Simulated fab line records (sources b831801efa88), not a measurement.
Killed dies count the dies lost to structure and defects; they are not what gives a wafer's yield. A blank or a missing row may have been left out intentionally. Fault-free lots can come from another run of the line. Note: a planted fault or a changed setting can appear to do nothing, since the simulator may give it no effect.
Matching of chambers -- flow sky130 -- SKY_FIELD_ISO_ETCH_17 on rieSi-01: 4 sister chambers
The step etches Si in HBr/Cl2/O2, target depth 342 nm, time 97.7 s. 8 wafers are shown with their chamber, then 12 later ones without.

== WAFERS, EACH WITH ITS CHAMBER ==
wafer,chamber,heBacksideLeakSccm (sccm),oesProductAu (a.u.)
L083.5,0,3.0,0.990
L086.1,2,3.0,0.994
L087.1,2,3.1,0.981
L087.2,3,2.4,0.997
L087.4,1,2.5,1.004
L092.2,3,2.4,0.991
L092.5,0,3.1,0.987
L092.6,1,2.6,1.005

== WAFERS MISSING THEIR CHAMBER ==
wafer,heBacksideLeakSccm (sccm),oesProductAu (a.u.)
L093.2,2.9,0.987
L093.3,2.6,1.001
L093.5,2.4,1.000
L094.2,2.4,0.996
L094.3,2.9,0.990
L094.5,2.5,0.997
L096.1,2.9,0.991
L096.3,2.4,1.006
L096.6,2.5,1.000
L097.1,2.6,0.982
L097.2,3.3,0.990
L097.4,2.8,1.002

== WHICH CHAMBER EACH ONE RAN IN ==
wafer,from the rows above,in truth
L093.2,can't be placed: 2 or 0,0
L093.3,1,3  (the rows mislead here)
L093.5,can't be placed: 3 or 1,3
L094.2,3,3
L094.3,can't be placed: 0 or 2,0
L094.5,can't be placed: 1 or 3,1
L096.1,can't be placed: 0 or 2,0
L096.3,can't be placed: 3 or 1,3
L096.6,can't be placed: 1 or 3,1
L097.1,can't be placed: 3 or 1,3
L097.2,can't be placed: 0 or 2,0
L097.4,can't be placed: 1 or 0 or 2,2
Correctly placed: 1 of 12. Cannot be placed on the basis of these rows: 10; the candidates contain the true chamber in 10. 1 placed wrongly.
How it was worked out, from the rows above alone: a wafer's distance from a chamber is the root of the sum, over the readings, of the square of ((its reading less the chamber's mean) divided by the reading's scatter). The wafer belongs to the nearest chamber; if the next one is less than 2 further off, it can't be placed. The mean given for a chamber averages the wafers shown for that chamber. The scatter: the root of (the sum of the squares of (reading less its chamber's mean) over the shown wafers, divided by (wafers less chambers)).
